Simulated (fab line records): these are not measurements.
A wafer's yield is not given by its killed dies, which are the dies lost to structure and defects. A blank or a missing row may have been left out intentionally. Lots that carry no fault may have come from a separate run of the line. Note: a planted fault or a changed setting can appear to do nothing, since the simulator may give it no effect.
fab line records    flow sky130    part 1 of 2: steps 1 to 25 of 34
record: lots: 5  wafers: 15  last-day: 50
route steps=708 shown SD_N@347 SD_P@359 RES_XHIGH@360 SALICIDE@361 LI_CONTACT@362
lots untouched by any fault: they come from a run of this same line in which no faults occurred
start-h: start of the lot's first displayed wafer, in hours after the record's first day    wait-h: hours elapsed since this lot's preceding step    " same as the row above    L1.1+2: one row covering several wafers at once    - value missing, or start not given    * or withheld: withheld    < > ~ a bound
route shown NAME@n: NAME is a module with steps in the file, n the number in the route of the first one    usual: the fault-free wafers' mean and standard deviation    same: alike in all rows    chamber/n: place in a boat    sites: per-site readings    _std_site: the standard deviation of these    _edge_site: the outer-site mean with the inner-site mean subtracted    radius-mm: how far each site lies from the wafer's centre    mask NAME#n: copy n    behind: the most recent tool/chamber to have shaped the wafer    hold: what put the lot on hold/how long, in hours/how the hold closed    device: which transistor (n, p or np) failed to switch    end of line: at the end of the route, the tests of the same wafers    step lacking rows: just its recipe    killed: dies that structure and defects cost at the first sort, which is not the same as the wafer's yield    map: per-die view of a wafer (x killed, . not killed, _ where there is no die)
set.NAME: the setting as run; set.NAME@STEP: as run at that earlier step    model.NAME: the simulator's own value behind a step, which no gauge read
lots seen at some steps along the route; tables by step, rows by wafer
services: from which hour (start-h, from the record's first day; less than 0 if before it) a tool's chamber was out of use, for how many hours, and why
== steps ==
step: SKY_SD_N_PEB_05
recipe: temp-c: withheld  time-s: *  resist: NOVOLAK
usual: exhaust-pa: 45.3/0.79
lot.wafer  tool            chamber  start-h  wait-h  exhaust-pa
L076.1     litho-track-04  0        -        -       45.6
L076.3     "               0        "        "       43.9
L076.6     "               0        "        "       44.8
L079.2     litho-track-01  0        -        -       46.0
L079.4     "               0        "        "       45.5
L079.5     "               0        "        "       45.4
L083.1     litho-track-01  0        -        -       44.1
L083.2     "               0        "        "       45.6
L083.3     "               0        "        "       45.9
L089.3     litho-track-01  0        -        -       44.9
L089.4     "               0        "        "       43.2
L089.5     "               0        "        "       44.6
L097.2     litho-track-02  0        -        -       45.4
L097.4     "               0        "        "       47.0
L097.6     "               0        "        "       45.8
step: SKY_SD_N_DEVELOP_06
recipe: resist: NOVOLAK  developer: TMAH  develop-time-s: 60  dev-temp-c: 23
usual: exhaust-pa: 45.0/0.86
lot.wafer  tool            chamber  start-h  wait-h  exhaust-pa
L076.1     litho-track-04  0        658.43   0.1     45.4
L076.3     "               0        "        "       45.6
L076.6     "               0        "        "       44.9
L079.2     litho-track-01  0        682.18   0.1     44.1
L079.4     "               0        "        "       44.9
L079.5     "               0        "        "       46.4
L083.1     litho-track-01  0        732.86   0.1     46.1
L083.2     "               0        "        "       45.7
L083.3     "               0        "        "       45.0
L089.3     litho-track-01  0        778.76   0.1     44.0
L089.4     "               0        "        "       45.3
L089.5     "               0        "        "       45.0
L097.2     litho-track-02  0        825.57   0.1     45.6
L097.4     "               0        "        "       45.4
L097.6     "               0        "        "       45.4
step: SKY_SD_N_CD_MEAS_07
recipe: target-cd-nm: 380
usual: cd-nm: 380.0/2.7
lot.wafer  tool       chamber  start-h  wait-h  cd-nm
L076.1     cd-sem-02  -        658.58   0.1     380.9
L076.3     "          -        "        "       378.6
L076.6     "          -        "        "       380.0
L079.2     cd-sem-01  -        682.33   0.1     381.5
L079.4     "          -        "        "       381.0
L079.5     "          -        "        "       381.3
L083.1     cd-sem-01  -        733.01   0.1     377.0
L083.2     "          -        "        "       377.0
L083.3     "          -        "        "       378.5
L089.3     cd-sem-02  -        778.90   0.1     377.5
L089.4     "          -        "        "       378.4
L089.5     "          -        "        "       378.0
L097.2     cd-sem-01  -        825.71   0.1     376.2
L097.4     "          -        "        "       374.8
L097.6     "          -        "        "       374.4
step: SKY_SD_N_OVL_MEAS_08
usual: SD_N_OVL: -0.3/1.3
lot.wafer  tool        chamber  start-h  wait-h  SD_N_OVL[nm]
L076.1     overlay-02  -        658.70   0.1     -0.2
L076.3     "           -        "        "       -0.5
L076.6     "           -        "        "       -0.1
L079.2     overlay-01  -        682.43   0.1     0.8
L079.4     "           -        "        "       -0.5
L079.5     "           -        "        "       -0.4
L083.1     overlay-01  -        733.13   0.1     -1.1
L083.2     "           -        "        "       -2.8
L083.3     "           -        "        "       -0.8
L089.3     overlay-01  -        778.99   0.1     -1.4
L089.4     "           -        "        "       -2.4
L089.5     "           -        "        "       -2.8
L097.2     overlay-01  -        825.82   0.1     0.1
L097.4     "           -        "        "       2.0
L097.6     "           -        "        "       1.6
step: SKY_SD_N_IMPLANT_09
recipe: species: As  energy-kev: 49.25  dose-cm2: 4e+15  tilt-deg: 0
usual: beam-energy-keV: 49.251/0.015  dose-ions-cm2: 4.001e+15/3.9e+12  tilt-deg: 0.000/0.019
lot.wafer  tool          chamber  start-h  wait-h  beam-energy-keV  dose-ions-cm2  tilt-deg
L076.1     implanter-02  0        658.73   0.0     49.259           4.005e+15      0.006
L076.3     "             0        "        "       49.249           4.005e+15      -0.008
L076.6     "             0        "        "       49.249           4.004e+15      -0.004
L079.2     implanter-02  0        682.49   0.0     49.255           3.997e+15      0.004
L079.4     "             0        "        "       49.242           4.004e+15      -0.016
L079.5     "             0        "        "       49.245           3.997e+15      0.001
L083.1     implanter-01  0        733.16   0.0     49.253           3.998e+15      0.015
L083.2     "             0        "        "       49.230           3.994e+15      0.028
L083.3     "             0        "        "       49.266           3.998e+15      0.034
L089.3     implanter-04  0        779.06   0.1     49.255           4.002e+15      0.000
L089.4     "             0        "        "       49.257           4.002e+15      -0.010
L089.5     "             0        "        "       49.253           3.996e+15      -0.015
L097.2     implanter-04  0        825.87   0.0     49.238           4e+15          0.002
L097.4     "             0        "        "       49.245           4.001e+15      0.005
L097.6     "             0        "        "       49.276           4e+15          -0.023
step: SKY_SD_N_IMPLANT_10
recipe: species: P  energy-kev: 20  dose-cm2: 1e+14  tilt-deg: 0
usual: beam-energy-keV: 20.000/0.0058  dose-ions-cm2: 1e+14/9.8e+10  tilt-deg: -0.003/0.024
lot.wafer  tool          chamber  start-h  wait-h  beam-energy-keV  dose-ions-cm2  tilt-deg
L076.1     implanter-02  0        658.88   0.1     20.003           9.99e+13       -0.009
L076.3     "             0        "        "       20.001           1.0005e+14     -0.011
L076.6     "             0        "        "       19.996           9.99e+13       0.002
L079.2     implanter-02  0        682.64   0.1     19.995           9.996e+13      -0.005
L079.4     "             0        "        "       19.993           1.0002e+14     0.032
L079.5     "             0        "        "       19.994           9.99e+13       -0.005
L083.1     implanter-01  0        733.31   0.1     19.996           1.0006e+14     -0.017
L083.2     "             0        "        "       19.998           1.0003e+14     -0.014
L083.3     "             0        "        "       20.006           1.0001e+14     -0.035
L089.3     implanter-04  0        779.21   0.1     20.002           9.998e+13      -0.032
L089.4     "             0        "        "       19.997           9.994e+13      -0.016
L089.5     "             0        "        "       20.000           9.996e+13      0.015
L097.2     implanter-04  0        826.02   0.1     19.984           1.001e+14      0.002
L097.4     "             0        "        "       20.006           9.985e+13      0.030
L097.6     "             0        "        "       19.987           9.989e+13      0.024
step: SKY_SD_N_STRIP_11
recipe: chemistry: O2/N2  power-w: 1400  pressure-mtorr: 1500  platen-temp-c: withheld  o2-flow-sccm: 3000  n2-flow-sccm: 300  overash-fraction: 0.5
usual: drypump-motor-current-A: 5.6/0.53  n2-flow-sccm: 300.2/0.97  oes-product-au: 0.528/0.0043  strip-time-to-endpoint-s: 22.43/0.039
lot.wafer  tool             chamber  start-h  wait-h  drypump-motor-current-A  n2-flow-sccm  oes-product-au  rf-hours-counter-h  strip-time-to-endpoint-s
L076.1     plasma-asher-04  1        659.03   0.1     5.0                      301.0         0.534           85                  22.40
L076.3     "                0        "        "       5.9                      298.7         0.535           -                   22.45
L076.6     "                1        "        "       4.9                      300.0         0.527           -                   22.46
L079.2     plasma-asher-03  0        682.76   0.1     5.9                      300.0         0.533           57                  22.45
L079.4     "                1        "        "       5.6                      298.7         0.528           -                   22.44
L079.5     "                1        "        "       5.7                      299.7         0.523           -                   22.43
L083.1     plasma-asher-01  0        733.46   0.1     6.4                      300.9         0.533           104                 22.53
L083.2     "                1        "        "       5.0                      300.6         0.532           104                 22.52
L083.3     "                1        "        "       5.0                      300.3         0.522           -                   22.51
L089.3     plasma-asher-04  0        779.35   0.1     5.9                      300.0         0.533           -                   22.50
L089.4     "                1        "        "       5.0                      298.5         0.532           -                   22.48
L089.5     "                0        "        "       5.9                      299.7         0.528           -                   22.50
L097.2     plasma-asher-01  0        826.15   0.1     6.4                      298.9         0.529           8                   22.42
L097.4     "                1        "        "       5.0                      300.8         0.533           -                   22.42
L097.6     "                0        "        "       6.4                      299.3         0.526           -                   22.40
step: SKY_SD_N_TW_MEAS_12
usual: SD_N_TW: 3975/24
lot.wafer  tool           chamber  start-h  wait-h  SD_N_TW
L076.1     film-metro-01  -        659.13   0.1     3990
L076.3     "              -        "        "       3992
L076.6     "              -        "        "       3998
L079.2     film-metro-01  -        682.87   0.1     4013
L079.4     "              -        "        "       4004
L079.5     "              -        "        "       3997
L083.1     film-metro-01  -        733.56   0.1     3969
L083.2     "              -        "        "       3959
L083.3     "              -        "        "       3955
L089.3     film-metro-01  -        779.43   0.1     3997
L089.4     "              -        "        "       3985
L089.5     "              -        "        "       3961
L097.2     film-metro-02  -        826.26   0.1     3995
L097.4     "              -        "        "       4002
L097.6     "              -        "        "       3999
step: SKY_SD_N_CLEAN_13
recipe: chemistry: SC1/SC2  mix: 1:4:20  temp-c: 70  time-s: 150  dry: n2-spin
usual: bath-heat-duty-pct: 13.8/1.3
lot.wafer  tool          chamber  start-h  wait-h  bath-heat-duty-pct
L076.1     wet-bench-02  3        659.19   0.1     12.8
L076.3     "             3        "        "       14.5
L076.6     "             3        "        "       13.3
L079.2     wet-bench-04  1        682.92   0.0     13.7
L079.4     "             1        "        "       13.4
L079.5     "             1        "        "       14.5
L083.1     wet-bench-02  2        733.62   0.1     14.2
L083.2     "             2        "        "       15.0
L083.3     "             2        "        "       14.4
L089.3     wet-bench-02  1        779.47   0.0     16.1
L089.4     "             1        "        "       14.4
L089.5     "             1        "        "       17.0
L097.2     wet-bench-01  0        826.31   0.0     13.9
L097.4     "             0        "        "       14.3
L097.6     "             0        "        "       12.5
step: SKY_SD_N_RTA_14
recipe: temp-c: 1075  time-s: 2  idle-temp-c: 650  ramp-up-c-per-s: 150  ramp-down-c-per-s: 90  ambient: N2
usual: lamp-power-pct: 15.73/0.05  wafer_temp_C_max: 1078.3/1.3
lot.wafer  tool           chamber  start-h  wait-h  lamp-power-pct  wafer_temp_C_max
L076.1     rtp-anneal-01  0        659.25   0.0     15.77           1077.0
L076.3     "              0        "        "       15.75           1076.8
L076.6     "              0        "        "       15.69           1081.4
L079.2     rtp-anneal-01  0        682.98   0.0     15.74           1076.0
L079.4     "              0        "        "       15.84           1079.2
L079.5     "              0        "        "       15.62           1077.7
L083.1     rtp-anneal-01  0        733.67   0.0     15.71           1078.5
L083.2     "              0        "        "       15.65           1079.1
L083.3     "              0        "        "       15.78           1077.3
L089.3     rtp-anneal-01  0        779.54   0.0     15.66           1078.2
L089.4     "              0        "        "       15.71           1077.7
L089.5     "              0        "        "       15.72           1078.5
L097.2     rtp-anneal-01  0        826.37   0.0     15.67           1078.2
L097.4     "              0        "        "       15.78           1078.9
L097.6     "              0        "        "       15.69           1077.8
step: SKY_SD_N_RS_MEAS_16
recipe: thk-meas-gauge: four-point-probe
usual: SD_N_RS: 69.06/0.11
lot.wafer  tool           chamber  start-h  wait-h  SD_N_RS[ohm/sq]
L076.1     film-metro-01  -        659.42   0.1     69.18
L076.3     "              -        "        "       69.18
L076.6     "              -        "        "       69.38
L079.2     film-metro-04  -        683.17   0.1     69.12
L079.4     "              -        "        "       69.08
L079.5     "              -        "        "       69.04
L083.1     film-metro-02  -        733.85   0.1     69.12
L083.2     "              -        "        "       69.06
L083.3     "              -        "        "       69.14
L089.3     film-metro-01  -        779.74   0.1     69.15
L089.4     "              -        "        "       69.03
L089.5     "              -        "        "       68.88
L097.2     film-metro-04  -        826.56   0.1     68.99
L097.4     "              -        "        "       68.95
L097.6     "              -        "        "       69.12
step: SKY_SD_N_RS_MEAS_17
recipe: thk-meas-gauge: four-point-probe
usual: SD_P_RS: 147.1/0.33
lot.wafer  tool           chamber  start-h  wait-h  SD_P_RS[ohm/sq]
L076.1     film-metro-01  -        659.54   0.1     147.4
L076.3     "              -        "        "       147.4
L076.6     "              -        "        "       147.7
L079.2     film-metro-04  -        683.29   0.1     147.1
L079.4     "              -        "        "       147.2
L079.5     "              -        "        "       147.1
L083.1     film-metro-02  -        733.97   0.1     147.2
L083.2     "              -        "        "       147.1
L083.3     "              -        "        "       147.7
L089.3     film-metro-01  -        779.86   0.1     147.1
L089.4     "              -        "        "       146.6
L089.5     "              -        "        "       146.5
L097.2     film-metro-04  -        826.68   0.1     146.9
L097.4     "              -        "        "       146.9
L097.6     "              -        "        "       147.4
step: SKY_SD_N_RS_MEAS_18
recipe: thk-meas-gauge: four-point-probe
usual: RES_XHIGH_RS: 332.7/1.4
lot.wafer  tool           chamber  start-h  wait-h  RES_XHIGH_RS[ohm/sq]
L076.1     film-metro-01  -        659.66   0.1     333.3
L076.3     "              -        "        "       333.0
L076.6     "              -        "        "       333.8
L079.2     film-metro-04  -        683.41   0.1     334.5
L079.4     "              -        "        "       334.6
L079.5     "              -        "        "       334.2
L083.1     film-metro-02  -        734.09   0.1     332.6
L083.2     "              -        "        "       332.4
L083.3     "              -        "        "       332.0
L089.3     film-metro-01  -        779.98   0.1     330.0
L089.4     "              -        "        "       329.7
L089.5     "              -        "        "       330.4
L097.2     film-metro-04  -        826.80   0.1     332.2
L097.4     "              -        "        "       333.1
L097.6     "              -        "        "       333.7
step: SKY_SALICIDE_CLEAN_00
recipe: chemistry: HF-last  time-s: 30  dilution: 100:1  dry: ipa-marangoni
lot.wafer   tool          chamber  start-h  wait-h
L076.1+3+6  wet-bench-03  1        659.78   0.1
L079.2+4+5  wet-bench-01  2        683.51   0.1
L083.1+2+3  wet-bench-01  3        734.21   0.1
L089.3+4+5  wet-bench-02  0        780.06   0.1
L097.2+4+6  wet-bench-01  3        826.90   0.1
step: SKY_LI_CONTACT_HDPCVD_00
recipe: material: PSG  target-thk-nm: 930  sigma-open-frac: 0.3  time-s: 155  temp-c: 600  sih4-flow-sccm: 60  pressure-mtorr: 6
lot.wafer   tool       chamber  start-h  wait-h
L076.1+3+6  hdpcvd-01  2,1,1    659.80   0.0
L079.2+4+5  hdpcvd-01  2,0,2    683.52   0.0
L083.1+2+3  hdpcvd-01  2,1,0    734.22   0.0
L089.3+4+5  hdpcvd-01  1,2,2    780.13   0.1
L097.2+4+6  hdpcvd-02  2,0,2    826.92   0.0
step: SKY_LI_CONTACT_THK_MEAS_01
recipe: reads: PSG_of_LI_CONTACT_HDPCVD_00
usual: LI_CONTACT_HDPCVD_THK: 935/9.4
lot.wafer  tool           chamber  start-h  wait-h  LI_CONTACT_HDPCVD_THK[nm]
L076.1     film-metro-04  -        659.90   0.1     940
L076.3     "              -        "        "       940
L076.6     "              -        "        "       943
L079.2     film-metro-04  -        683.64   0.1     942
L079.4     "              -        "        "       935
L079.5     "              -        "        "       942
L083.1     film-metro-04  -        734.33   0.1     923
L083.2     "              -        "        "       937
L083.3     "              -        "        "       939
L089.3     film-metro-02  -        780.25   0.1     937
L089.4     "              -        "        "       920
L089.5     "              -        "        "       917
L097.2     film-metro-01  -        827.03   0.1     928
L097.4     "              -        "        "       926
L097.6     "              -        "        "       937
step: SKY_LI_CONTACT_CMP_02
recipe: material: PSG  down-force-psi: 4  platen-rpm: 60  pad-velocity-m-s: 0.94248
usual: motor-current-A: 12.0/1.1  time-to-endpoint-s: 32.3/2.8
lot.wafer  tool    chamber  start-h  wait-h  motor-current-A  time-to-endpoint-s
L076.1     cmp-01  2        660.18   0.3     12.9             32.6
L076.3     "       3        "        "       11.0             33.9
L076.6     "       1        "        "       12.6             29.5
L079.2     cmp-01  2        683.86   0.2     14.3             34.1
L079.4     "       3        "        "       11.2             33.9
L079.5     "       2        "        "       13.4             33.9
L083.3     cmp-02  2        734.39   0.0     14.4             30.6
L083.2     "       3        "        "       12.5             34.0
L083.1     "       0        "        "       12.6             29.6
L089.3     cmp-02  2        780.29   0.0     13.6             36.7
L089.4     "       0        "        "       11.9             30.8
L089.5     "       2        "        "       14.1             32.5
L097.4     cmp-02  0        827.18   0.1     11.7             31.0
L097.2     "       1        "        "       11.7             32.4
L097.6     "       3        "        "       12.3             36.8
step: SKY_LI_CONTACT_BOW_MEAS_03
recipe: mode: bow
usual: LI_CONTACT_BOW: 56/6.9
lot.wafer  tool           chamber  start-h  wait-h  LI_CONTACT_BOW[um]
L076.1     film-metro-04  -        660.43   0.2     62
L076.3     "              -        "        "       55
L076.6     "              -        "        "       63
L079.2     film-metro-02  -        684.18   0.3     49
L079.4     "              -        "        "       58
L079.5     "              -        "        "       55
L083.1     film-metro-04  -        734.69   0.1     61
L083.2     "              -        "        "       49
L083.3     "              -        "        "       56
L089.3     film-metro-04  -        780.63   0.3     61
L089.4     "              -        "        "       67
L089.5     "              -        "        "       43
L097.2     film-metro-02  -        827.40   0.1     48
L097.4     "              -        "        "       59
L097.6     "              -        "        "       56
step: SKY_LI_CONTACT_DEHYDRATE_04
recipe: temp-c: 200  time-s: 60
usual: exhaust-pa: 45.0/0.85  plate-temp-C: 200.00/0.15
lot.wafer  tool            chamber  start-h  wait-h  exhaust-pa  plate-temp-C
L076.1     litho-track-01  0        674.31   13.9    45.7        199.78
L076.3     "               0        "        "       45.0        200.03
L076.6     "               0        "        "       44.4        199.86
L079.2     litho-track-01  0        697.03   12.8    44.8        200.00
L079.4     "               0        "        "       44.1        200.10
L079.5     "               0        "        "       44.6        200.04
L083.1     litho-track-04  0        748.03   13.3    43.2        200.08
L083.2     "               0        "        "       44.3        199.89
L083.3     "               0        "        "       44.9        200.29
L089.3     litho-track-03  0        793.28   12.6    44.4        200.13
L089.4     "               0        "        "       43.9        199.86
L089.5     "               0        "        "       46.4        200.15
L097.2     litho-track-01  0        839.53   12.1    46.2        200.34
L097.4     "               0        "        "       46.4        200.03
L097.6     "               0        "        "       46.4        199.99
step: SKY_LI_CONTACT_HMDS_05
recipe: prime-time-s: 60  prime-temp-c: 120
usual: exhaust-pa: 44.9/0.77
lot.wafer  tool            chamber  start-h  wait-h  exhaust-pa
L076.1     litho-track-01  0        674.46   0.1     45.2
L076.3     "               0        "        "       45.1
L076.6     "               0        "        "       46.1
L079.2     litho-track-01  0        697.18   0.1     46.0
L079.4     "               0        "        "       45.1
L079.5     "               0        "        "       45.1
L083.1     litho-track-04  0        748.18   0.1     45.5
L083.2     "               0        "        "       45.5
L083.3     "               0        "        "       45.1
L089.3     litho-track-03  0        793.43   0.1     46.1
L089.4     "               0        "        "       45.9
L089.5     "               0        "        "       45.3
L097.2     litho-track-01  0        839.68   0.1     44.3
L097.4     "               0        "        "       45.8
L097.6     "               0        "        "       45.7
step: SKY_LI_CONTACT_COAT_06
recipe: resist: BARC  temp-c: withheld  time-s: withheld  spin-rpm: 3000  resist-thk-nm: 60
usual: exhaust-pa: 45.1/0.99
lot.wafer  tool            chamber  start-h  wait-h  exhaust-pa
L076.1     litho-track-01  0        674.61   0.1     45.4
L076.3     "               0        "        "       45.5
L076.6     "               0        "        "       44.3
L079.2     litho-track-01  0        697.33   0.1     44.4
L079.4     "               0        "        "       46.0
L079.5     "               0        "        "       44.8
L083.1     litho-track-04  0        748.33   0.1     44.9
L083.2     "               0        "        "       44.3
L083.3     "               0        "        "       44.6
L089.3     litho-track-03  0        793.58   0.1     45.8
L089.4     "               0        "        "       43.2
L089.5     "               0        "        "       46.1
L097.2     litho-track-01  0        839.83   0.1     45.0
L097.4     "               0        "        "       45.7
L097.6     "               0        "        "       45.2
step: SKY_LI_CONTACT_COAT_07
recipe: resist: KrF-thick  spin-rpm: 3000  resist-thk-nm: 450
usual: exhaust-pa: 45.2/0.94
lot.wafer  tool            chamber  start-h  wait-h  exhaust-pa
L076.1     litho-track-01  0        -        -       45.1
L076.3     "               0        "        "       45.1
L076.6     "               0        "        "       45.7
L079.2     litho-track-01  0        -        -       44.7
L079.4     "               0        "        "       45.4
L079.5     "               0        "        "       44.2
L083.1     litho-track-04  0        -        -       46.1
L083.2     "               0        "        "       46.0
L083.3     "               0        "        "       46.2
L089.3     litho-track-03  0        -        -       46.0
L089.4     "               0        "        "       44.5
L089.5     "               0        "        "       45.3
L097.2     litho-track-01  0        -        -       45.9
L097.4     "               0        "        "       45.8
L097.6     "               0        "        "       43.7
step: SKY_LI_CONTACT_SOFTBAKE_08
recipe: temp-c: 100.7  time-s: 90  resist: KrF-thick
usual: exhaust-pa: 45.2/0.82  plate-temp-C: 100.71/0.12
lot.wafer  tool            chamber  start-h  wait-h  exhaust-pa  plate-temp-C
L076.1     litho-track-01  0        -        -       44.5        100.66
L076.3     "               0        "        "       44.9        100.78
L076.6     "               0        "        "       44.3        100.70
L079.2     litho-track-01  0        -        -       45.6        100.62
L079.4     "               0        "        "       45.3        100.61
L079.5     "               0        "        "       45.2        100.51
L083.1     litho-track-04  0        -        -       44.8        100.73
L083.2     "               0        "        "       44.2        100.69
L083.3     "               0        "        "       45.5        100.81
L089.3     litho-track-03  0        -        -       45.1        100.92
L089.4     "               0        "        "       46.2        100.68
L089.5     "               0        "        "       44.4        100.84
L097.2     litho-track-01  0        -        -       44.8        100.60
L097.4     "               0        "        "       44.6        100.63
L097.6     "               0        "        "       44.1        100.59
step: SKY_LI_CONTACT_EXPOSE_09
recipe: mask-id: LICM1  na: 0.8  source-shape: annular  sigma-inner: 0.55  sigma-outer: 0.85  target-cd-nm: 170  dose-mj: 38
lot.wafer   tool            chamber  start-h  wait-h  mask
L076.1+3+6  krf-scanner-01  0        -        -       LICM1#0
L079.2+4+5  krf-scanner-01  0        -        -       LICM1#0
L083.1+2+3  krf-scanner-02  0        -        -       LICM1#0
L089.3+4+5  krf-scanner-02  0        -        -       LICM1#0
L097.2+4+6  krf-scanner-01  0        -        -       LICM1#0
step: SKY_LI_CONTACT_PEB_10
recipe: peb-temp-c: withheld  peb-time-s: withheld  resist: KrF-thick
usual: exhaust-pa: 44.9/0.87
lot.wafer  tool            chamber  start-h  wait-h  exhaust-pa
L076.1     litho-track-01  0        -        -       44.6
L076.3     "               0        "        "       44.6
L076.6     "               0        "        "       44.9
L079.2     litho-track-01  0        -        -       47.2
L079.4     "               0        "        "       45.5
L079.5     "               0        "        "       46.3
L083.1     litho-track-01  0        -        -       43.9
L083.2     "               0        "        "       46.1
L083.3     "               0        "        "       44.7
L089.3     litho-track-01  0        -        -       44.7
L089.4     "               0        "        "       44.8
L089.5     "               0        "        "       44.6
L097.2     litho-track-04  0        -        -       45.6
L097.4     "               0        "        "       44.4
L097.6     "               0        "        "       44.4
